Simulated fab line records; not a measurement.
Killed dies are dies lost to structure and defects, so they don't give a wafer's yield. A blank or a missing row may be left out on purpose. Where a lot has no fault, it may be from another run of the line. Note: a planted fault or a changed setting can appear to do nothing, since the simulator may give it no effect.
Which tool did it? / flow sky130 / 72 wafers from 24 lots sampled at 6 of the route's 708 steps

WHAT THE GAUGES READ, wafer by wafer
SKY_DNWELL_TW_MEAS_09. Usual: DNWELL_TW 1120, standard deviation 8.3.
lot=L074; measured=day 3 04:34; on=film-metro-01; DNWELL_TW=1119 1118 1119; flag=
lot=L075; measured=day 3 11:11; on=film-metro-03; DNWELL_TW=1114 1117 1118; flag=
lot=L076; measured=day 3 16:40; on=film-metro-03; DNWELL_TW=1117 1115 1114; flag=
lot=L077; measured=day 3 22:02; on=film-metro-01; DNWELL_TW=1116 1117 1116; flag=
lot=L078; measured=day 4 04:46; on=film-metro-02; DNWELL_TW=1114 1110 1119; flag=
lot=L079; measured=day 4 10:55; on=film-metro-03; DNWELL_TW=1123 1127 1128; flag=
lot=L080; measured=day 4 13:37; on=film-metro-03; DNWELL_TW=1120 1126 1127; flag=
lot=L081; measured=day 4 19:23; on=film-metro-01; DNWELL_TW=1133 1127 1120; flag=
lot=L082; measured=day 5 00:31; on=film-metro-03; DNWELL_TW=1124 1123 1127; flag=
lot=L083; measured=day 5 04:19; on=film-metro-01; DNWELL_TW=1118 1116 1116; flag=
lot=L084; measured=day 5 07:55; on=film-metro-02; DNWELL_TW=1109 1109 1107; flag=
lot=L085; measured=day 5 16:10; on=film-metro-01; DNWELL_TW=1127 1128 1126; flag=
lot=L086; measured=day 5 23:10; on=film-metro-02; DNWELL_TW=1107 1109 1106; flag=
lot=L087; measured=day 6 03:08; on=film-metro-01; DNWELL_TW=1137 1141 1144; flag=
lot=L088; measured=day 6 08:19; on=film-metro-03; DNWELL_TW=1119 1117 1122; flag=
lot=L089; measured=day 6 12:44; on=film-metro-02; DNWELL_TW=1121 1112 1114; flag=
lot=L090; measured=day 6 18:47; on=film-metro-03; DNWELL_TW=1130 1125 1121; flag=
lot=L091; measured=day 7 04:05; on=film-metro-02; DNWELL_TW=1107 1106 1108; flag=
lot=L092; measured=day 7 06:19; on=film-metro-01; DNWELL_TW=1121 1124 1124; flag=
lot=L093; measured=day 7 09:35; on=film-metro-01; DNWELL_TW=1119 1125 1127; flag=
lot=L094; measured=day 7 16:34; on=film-metro-02; DNWELL_TW=1107 1107 1103; flag=
lot=L095; measured=day 7 21:52; on=film-metro-03; DNWELL_TW=1131 1126 1135; flag=
lot=L096; measured=day 8 00:41; on=film-metro-03; DNWELL_TW=1117 1116 1124; flag=
lot=L097; measured=day 8 07:56; on=film-metro-03; DNWELL_TW=1128 1119 1119; flag=

SKY_LDD_HVP_OVL_MEAS_07. Usual: LDD_HVP_OVL 0.0 nm, standard deviation 1.5.
lot=L074; measured=day 21 16:04; on=overlay-02; LDD_HVP_OVL (nm)=0.1 2.1 1.6; flag=
lot=L075; measured=day 22 07:20; on=overlay-01; LDD_HVP_OVL (nm)=1.6 1.8 2.3; flag=
lot=L076; measured=day 22 18:55; on=overlay-02; LDD_HVP_OVL (nm)=-0.1 -0.4 -0.8; flag=
lot=L077; measured=day 23 01:20; on=overlay-02; LDD_HVP_OVL (nm)=0.4 1.3 2.9; flag=
lot=L078; measured=day 23 11:10; on=overlay-01; LDD_HVP_OVL (nm)=-0.7 -2.4 -2.3; flag=
lot=L079; measured=day 23 22:35; on=overlay-02; LDD_HVP_OVL (nm)=-0.6 0.2 -0.8; flag=
lot=L080; measured=day 24 01:09; on=overlay-01; LDD_HVP_OVL (nm)=-1.4 -2.4 -0.1; flag=
lot=L081; measured=day 24 14:22; on=overlay-02; LDD_HVP_OVL (nm)=-1.0 -1.4 0.0; flag=
lot=L082; measured=day 25 04:28; on=overlay-02; LDD_HVP_OVL (nm)=0.4 -0.3 0.9; flag=
lot=L083; measured=day 25 04:58; on=overlay-02; LDD_HVP_OVL (nm)=1.2 2.4 1.5; flag=
lot=L084; measured=day 25 12:31; on=overlay-02; LDD_HVP_OVL (nm)=1.1 -1.5 -0.4; flag=
lot=L085; measured=day 26 00:25; on=overlay-02; LDD_HVP_OVL (nm)=-2.6 -3.2 -2.2; flag=
lot=L086; measured=day 26 09:34; on=overlay-02; LDD_HVP_OVL (nm)=1.9 1.4 1.8; flag=
lot=L087; measured=day 26 14:32; on=overlay-02; LDD_HVP_OVL (nm)=0.5 0.6 -0.6; flag=
lot=L088; measured=day 26 20:54; on=overlay-02; LDD_HVP_OVL (nm)=-1.3 -1.0 -1.2; flag=
lot=L089; measured=day 27 14:40; on=overlay-01; LDD_HVP_OVL (nm)=-1.3 -1.8 -2.2; flag=
lot=L090; measured=day 27 16:10; on=overlay-01; LDD_HVP_OVL (nm)=-1.2 -0.4 -1.7; flag=
lot=L091; measured=day 27 22:58; on=overlay-01; LDD_HVP_OVL (nm)=0.9 1.3 1.1; flag=
lot=L092; measured=day 28 05:18; on=overlay-02; LDD_HVP_OVL (nm)=2.5 1.8 2.6; flag=
lot=L093; measured=day 28 09:13; on=overlay-01; LDD_HVP_OVL (nm)=1.4 0.6 -0.2; flag=
lot=L094; measured=day 28 18:15; on=overlay-02; LDD_HVP_OVL (nm)=1.0 1.8 1.8; flag=
lot=L095; measured=day 29 01:45; on=overlay-01; LDD_HVP_OVL (nm)=-0.7 -0.9 -1.2; flag=
lot=L096; measured=day 29 05:55; on=overlay-01; LDD_HVP_OVL (nm)=0.6 -0.3 -1.0; flag=
lot=L097; measured=day 29 17:52; on=overlay-02; LDD_HVP_OVL (nm)=0.8 -1.8 0.6; flag=

SKY_METAL2_RS_MEAS_05: uses a four-point probe to measure. Usual: METAL2_ALCU_RS 0.1267 ohm/sq, standard deviation 0.0013.
lot=L074; measured=day 34 03:28; on=film-metro-03; METAL2_ALCU_RS (ohm/sq)=0.1281 0.1256 0.1281; flag=
lot=L075; measured=day 34 22:31; on=film-metro-03; METAL2_ALCU_RS (ohm/sq)=0.1277 0.1273 0.1270; flag=
lot=L076; measured=day 35 04:36; on=film-metro-02; METAL2_ALCU_RS (ohm/sq)=0.1286 0.1290 0.1280; flag=
lot=L077; measured=day 35 08:05; on=film-metro-03; METAL2_ALCU_RS (ohm/sq)=0.1267 0.1287 0.1254; flag=
lot=L078; measured=day 35 15:31; on=film-metro-03; METAL2_ALCU_RS (ohm/sq)=0.1287 0.1287 0.1285; flag=
lot=L079; measured=day 36 00:52; on=film-metro-03; METAL2_ALCU_RS (ohm/sq)=0.1272 0.1287 0.1292; flag=
lot=L080; measured=day 36 03:53; on=film-metro-02; METAL2_ALCU_RS (ohm/sq)=0.1268 0.1244 0.1237; flag=
lot=L081; measured=day 36 15:24; on=film-metro-04; METAL2_ALCU_RS (ohm/sq)=0.1278 0.1267 0.1270; flag=
lot=L082; measured=day 37 03:36; on=film-metro-04; METAL2_ALCU_RS (ohm/sq)=0.1281 0.1266 0.1290; flag=
lot=L083; measured=day 37 03:58; on=film-metro-02; METAL2_ALCU_RS (ohm/sq)=0.1256 0.1286 0.1273; flag=
lot=L084; measured=day 37 12:11; on=film-metro-04; METAL2_ALCU_RS (ohm/sq)=0.1268 0.1271 0.1259; flag=
lot=L085; measured=day 37 20:49; on=film-metro-02; METAL2_ALCU_RS (ohm/sq)=0.1264 0.1266 0.1263; flag=
lot=L086; measured=day 38 02:46; on=film-metro-04; METAL2_ALCU_RS (ohm/sq)=0.1252 0.1248 0.1252; flag=
lot=L087; measured=day 38 09:15; on=film-metro-04; METAL2_ALCU_RS (ohm/sq)=0.1258 0.1273 0.1260; flag=
lot=L088; measured=day 38 16:32; on=film-metro-04; METAL2_ALCU_RS (ohm/sq)=0.1260 0.1283 0.1279; flag=
lot=L089; measured=day 39 04:19; on=film-metro-04; METAL2_ALCU_RS (ohm/sq)=0.1245 0.1236 0.1250; flag=
lot=L090; measured=day 39 07:42; on=film-metro-04; METAL2_ALCU_RS (ohm/sq)=0.1248 0.1270 0.1257; flag=
lot=L091; measured=day 39 13:15; on=film-metro-02; METAL2_ALCU_RS (ohm/sq)=0.1261 0.1257 0.1272; flag=
lot=L092; measured=day 39 18:22; on=film-metro-04; METAL2_ALCU_RS (ohm/sq)=0.1275 0.1278 0.1269; flag=
lot=L093; measured=day 39 21:00; on=film-metro-02; METAL2_ALCU_RS (ohm/sq)=0.1269 0.1265 0.1262; flag=
lot=L094; measured=day 40 05:32; on=film-metro-03; METAL2_ALCU_RS (ohm/sq)=0.1274 0.1286 0.1263; flag=
lot=L095; measured=day 40 10:59; on=film-metro-03; METAL2_ALCU_RS (ohm/sq)=0.1267 0.1268 0.1269; flag=
lot=L096; measured=day 40 17:34; on=film-metro-02; METAL2_ALCU_RS (ohm/sq)=0.1272 0.1276 0.1282; flag=
lot=L097; measured=day 41 03:25; on=film-metro-04; METAL2_ALCU_RS (ohm/sq)=0.1256 0.1254 0.1262; flag=

SKY_VIA2_THK_MEAS_01. Usual: VIA2_HDPCVD_THK 1179 nm, standard deviation 12.
lot=L074; measured=day 35 06:35; on=film-metro-04; VIA2_HDPCVD_THK (nm)=1174 1171 1184; flag=
lot=L075; measured=day 36 02:29; on=film-metro-03; VIA2_HDPCVD_THK (nm)=1163 1164 1153; flag=
lot=L076; measured=day 36 07:53; on=film-metro-04; VIA2_HDPCVD_THK (nm)=1184 1178 1165; flag=
lot=L077; measured=day 36 10:30; on=film-metro-01; VIA2_HDPCVD_THK (nm)=1172 1174 1176; flag=
lot=L078; measured=day 36 17:46; on=film-metro-03; VIA2_HDPCVD_THK (nm)=1192 1193 1190; flag=
lot=L079; measured=day 37 03:59; on=film-metro-04; VIA2_HDPCVD_THK (nm)=1187 1193 1163; flag=
lot=L080; measured=day 37 06:32; on=film-metro-04; VIA2_HDPCVD_THK (nm)=1177 1189 1180; flag=
lot=L081; measured=day 37 18:13; on=film-metro-03; VIA2_HDPCVD_THK (nm)=1196 1205 1190; flag=
lot=L082; measured=day 38 05:38; on=film-metro-01; VIA2_HDPCVD_THK (nm)=1171 1172 1174; flag=
lot=L083; measured=day 38 05:58; on=film-metro-04; VIA2_HDPCVD_THK (nm)=1194 1166 1161; flag=
lot=L084; measured=day 38 13:58; on=film-metro-04; VIA2_HDPCVD_THK (nm)=1170 1169 1181; flag=
lot=L085; measured=day 38 22:43; on=film-metro-01; VIA2_HDPCVD_THK (nm)=1169 1200 1181; flag=
lot=L086; measured=day 39 05:03; on=film-metro-03; VIA2_HDPCVD_THK (nm)=1197 1190 1181; flag=
lot=L087; measured=day 39 11:23; on=film-metro-04; VIA2_HDPCVD_THK (nm)=1181 1195 1191; flag=
lot=L088; measured=day 39 18:58; on=film-metro-04; VIA2_HDPCVD_THK (nm)=1173 1189 1198; flag=
lot=L089; measured=day 40 06:04; on=film-metro-01; VIA2_HDPCVD_THK (nm)=1185 1178 1189; flag=
lot=L090; measured=day 40 09:50; on=film-metro-03; VIA2_HDPCVD_THK (nm)=1171 1177 1172; flag=
lot=L091; measured=day 40 16:00; on=film-metro-03; VIA2_HDPCVD_THK (nm)=1182 1202 1166; flag=
lot=L092; measured=day 40 21:16; on=film-metro-03; VIA2_HDPCVD_THK (nm)=1178 1190 1169; flag=
lot=L093; measured=day 40 23:49; on=film-metro-04; VIA2_HDPCVD_THK (nm)=1193 1161 1168; flag=
lot=L094; measured=day 41 07:26; on=film-metro-01; VIA2_HDPCVD_THK (nm)=1187 1168 1165; flag=
lot=L095; measured=day 41 13:07; on=film-metro-04; VIA2_HDPCVD_THK (nm)=1182 1196 1187; flag=
lot=L096; measured=day 41 19:23; on=film-metro-03; VIA2_HDPCVD_THK (nm)=1168 1155 1157; flag=
lot=L097; measured=day 42 04:20; on=film-metro-03; VIA2_HDPCVD_THK (nm)=1188 1195 1178; flag=

SKY_PASSIVATION_THK_MEAS_03. Usual: PASSIVATION_CVD_02_THK 538 nm, standard deviation 7.5.
lot=L074; measured=day 43 22:43; on=film-metro-02; PASSIVATION_CVD_02_THK (nm)=531 538 519; flag=
lot=L075; measured=day 44 16:11; on=film-metro-02; PASSIVATION_CVD_02_THK (nm)=534 538 540; flag=
lot=L076; measured=day 44 20:03; on=film-metro-02; PASSIVATION_CVD_02_THK (nm)=529 539 546; flag=
lot=L077; measured=day 45 01:03; on=film-metro-02; PASSIVATION_CVD_02_THK (nm)=538 545 534; flag=
lot=L078; measured=day 45 06:08; on=film-metro-04; PASSIVATION_CVD_02_THK (nm)=537 534 549; flag=
lot=L079; measured=day 45 15:05; on=film-metro-02; PASSIVATION_CVD_02_THK (nm)=525 546 542; flag=
lot=L080; measured=day 45 16:08; on=film-metro-01; PASSIVATION_CVD_02_THK (nm)=536 537 545; flag=
lot=L081; measured=day 46 01:26; on=film-metro-01; PASSIVATION_CVD_02_THK (nm)=522 537 527; flag=
lot=L082; measured=day 46 09:37; on=film-metro-02; PASSIVATION_CVD_02_THK (nm)=537 535 551; flag=
lot=L083; measured=day 46 12:27; on=film-metro-02; PASSIVATION_CVD_02_THK (nm)=541 549 539; flag=
lot=L084; measured=day 46 22:04; on=film-metro-02; PASSIVATION_CVD_02_THK (nm)=544 551 542; flag=
lot=L085; measured=day 47 01:19; on=film-metro-01; PASSIVATION_CVD_02_THK (nm)=540 533 544; flag=
lot=L086; measured=day 47 06:32; on=film-metro-04; PASSIVATION_CVD_02_THK (nm)=528 544 539; flag=
lot=L087; measured=day 47 11:50; on=film-metro-02; PASSIVATION_CVD_02_THK (nm)=533 532 535; flag=
lot=L088; measured=day 47 20:16; on=film-metro-02; PASSIVATION_CVD_02_THK (nm)=526 536 529; flag=
lot=L089; measured=day 48 02:44; on=film-metro-04; PASSIVATION_CVD_02_THK (nm)=539 537 537; flag=
lot=L090; measured=day 48 05:10; on=film-metro-01; PASSIVATION_CVD_02_THK (nm)=531 534 546; flag=
lot=L091; measured=day 48 11:24; on=film-metro-01; PASSIVATION_CVD_02_THK (nm)=543 539 546; flag=
lot=L092; measured=day 48 16:49; on=film-metro-02; PASSIVATION_CVD_02_THK (nm)=543 542 538; flag=
lot=L093; measured=day 48 17:08; on=film-metro-04; PASSIVATION_CVD_02_THK (nm)=530 525 534; flag=
lot=L094; measured=day 48 22:26; on=film-metro-04; PASSIVATION_CVD_02_THK (nm)=529 534 535; flag=
lot=L095; measured=day 49 02:52; on=film-metro-01; PASSIVATION_CVD_02_THK (nm)=534 540 543; flag=
lot=L096; measured=day 49 06:05; on=film-metro-04; PASSIVATION_CVD_02_THK (nm)=526 544 542; flag=
lot=L097; measured=day 49 13:32; on=film-metro-01; PASSIVATION_CVD_02_THK (nm)=550 534 548; flag=

WHAT TOOL EACH LOT RAN ON (gives the tool, then ch and the chambers of the sampled wafers, and finally the start)
lot=L074; SKY_METAL3_SPUTTER_04=pvd-sputter-04, day 36 10:27
lot=L075; SKY_METAL3_SPUTTER_04=pvd-sputter-02, day 37 05:47
lot=L076; SKY_METAL3_SPUTTER_04=pvd-sputter-02, day 37 11:51
lot=L077; SKY_METAL3_SPUTTER_04=pvd-sputter-04, day 37 13:56
lot=L078; SKY_METAL3_SPUTTER_04=pvd-sputter-02, day 37 21:10
lot=L079; SKY_METAL3_SPUTTER_04=pvd-sputter-02, day 38 07:47
lot=L080; SKY_METAL3_SPUTTER_04=pvd-sputter-01, day 38 09:44
lot=L081; SKY_METAL3_SPUTTER_04=pvd-sputter-02, day 38 21:42
lot=L082; SKY_METAL3_SPUTTER_04=pvd-sputter-01, day 39 08:44
lot=L083; SKY_METAL3_SPUTTER_04=pvd-sputter-04, day 39 09:03
lot=L084; SKY_METAL3_SPUTTER_04=pvd-sputter-04, day 39 17:14
lot=L085; SKY_METAL3_SPUTTER_04=pvd-sputter-02, day 40 01:35
lot=L086; SKY_METAL3_SPUTTER_04=pvd-sputter-02, day 40 08:55
lot=L087; SKY_METAL3_SPUTTER_04=pvd-sputter-01, day 40 14:38
lot=L088; SKY_METAL3_SPUTTER_04=pvd-sputter-02, day 40 22:45
lot=L089; SKY_METAL3_SPUTTER_04=pvd-sputter-01, day 41 09:45
lot=L090; SKY_METAL3_SPUTTER_04=pvd-sputter-04, day 41 13:14
lot=L091; SKY_METAL3_SPUTTER_04=pvd-sputter-02, day 41 18:38
lot=L092; SKY_METAL3_SPUTTER_04=pvd-sputter-01, day 41 23:51
lot=L093; SKY_METAL3_SPUTTER_04=pvd-sputter-02, day 42 02:29
lot=L094; SKY_METAL3_SPUTTER_04=pvd-sputter-02, day 42 09:45
lot=L095; SKY_METAL3_SPUTTER_04=pvd-sputter-02, day 42 14:56
lot=L096; SKY_METAL3_SPUTTER_04=pvd-sputter-04, day 42 20:18
lot=L097; SKY_METAL3_SPUTTER_04=pvd-sputter-02, day 43 05:39
- SKY_METAL3_SPUTTER_04: material TiN, target thk 70 nm, time 58.3 s.

WHAT THE TOOLS THEMSELVES READ (means of the sampled wafers that have a number; where no wafer has one, the mark that the record gives instead)
SKY_METAL3_SPUTTER_04. Usual: throttle-valve-pct 30.0 %, standard deviation 1.
lot=L074; tool=pvd-sputter-04; throttle-valve-pct (%)=30.0; flag=
lot=L075; tool=pvd-sputter-02; throttle-valve-pct (%)=29.8; flag=
lot=L076; tool=pvd-sputter-02; throttle-valve-pct (%)=29.9; flag=
lot=L077; tool=pvd-sputter-04; throttle-valve-pct (%)=30.0; flag=
lot=L078; tool=pvd-sputter-02; throttle-valve-pct (%)=29.7; flag=
lot=L079; tool=pvd-sputter-02; throttle-valve-pct (%)=29.3; flag=
lot=L080; tool=pvd-sputter-01; throttle-valve-pct (%)=30.5; flag=
lot=L081; tool=pvd-sputter-02; throttle-valve-pct (%)=29.1; flag=
lot=L082; tool=pvd-sputter-01; throttle-valve-pct (%)=30.8; flag=
lot=L083; tool=pvd-sputter-04; throttle-valve-pct (%)=29.6; flag=
lot=L084; tool=pvd-sputter-04; throttle-valve-pct (%)=30.1; flag=
lot=L085; tool=pvd-sputter-02; throttle-valve-pct (%)=29.8; flag=
lot=L086; tool=pvd-sputter-02; throttle-valve-pct (%)=29.9; flag=
lot=L087; tool=pvd-sputter-01; throttle-valve-pct (%)=30.0; flag=
lot=L088; tool=pvd-sputter-02; throttle-valve-pct (%)=29.9; flag=
lot=L089; tool=pvd-sputter-01; throttle-valve-pct (%)=31.0; flag=
lot=L090; tool=pvd-sputter-04; throttle-valve-pct (%)=29.9; flag=
lot=L091; tool=pvd-sputter-02; throttle-valve-pct (%)=29.6; flag=
lot=L092; tool=pvd-sputter-01; throttle-valve-pct (%)=30.8; flag=
lot=L093; tool=pvd-sputter-02; throttle-valve-pct (%)=29.3; flag=
lot=L094; tool=pvd-sputter-02; throttle-valve-pct (%)=29.8; flag=
lot=L095; tool=pvd-sputter-02; throttle-valve-pct (%)=29.2; flag=
lot=L096; tool=pvd-sputter-04; throttle-valve-pct (%)=30.5; flag=
lot=L097; tool=pvd-sputter-02; throttle-valve-pct (%)=30.2; flag=

THE ANSWER, worked out from the rows above alone
Rule: a lot is off if the mean of its wafers that have a number lies more than 3 standard deviations from the usual mean. Also off: a lot with no number at a reading for which 4 or more lots have one. All remaining lots with rows at the step are treated as sound. The gauges are gone through in route order, then the tools' own readings, and for those a lot's mean is taken as printed above. The first step at which some lot is off is used, and at that step the reading that is off furthest; a lot without a number counts as furthest.
No lot is off at any reading shown: from this, nothing can be told.

WHAT THE SIMULATOR HAD PUT IN
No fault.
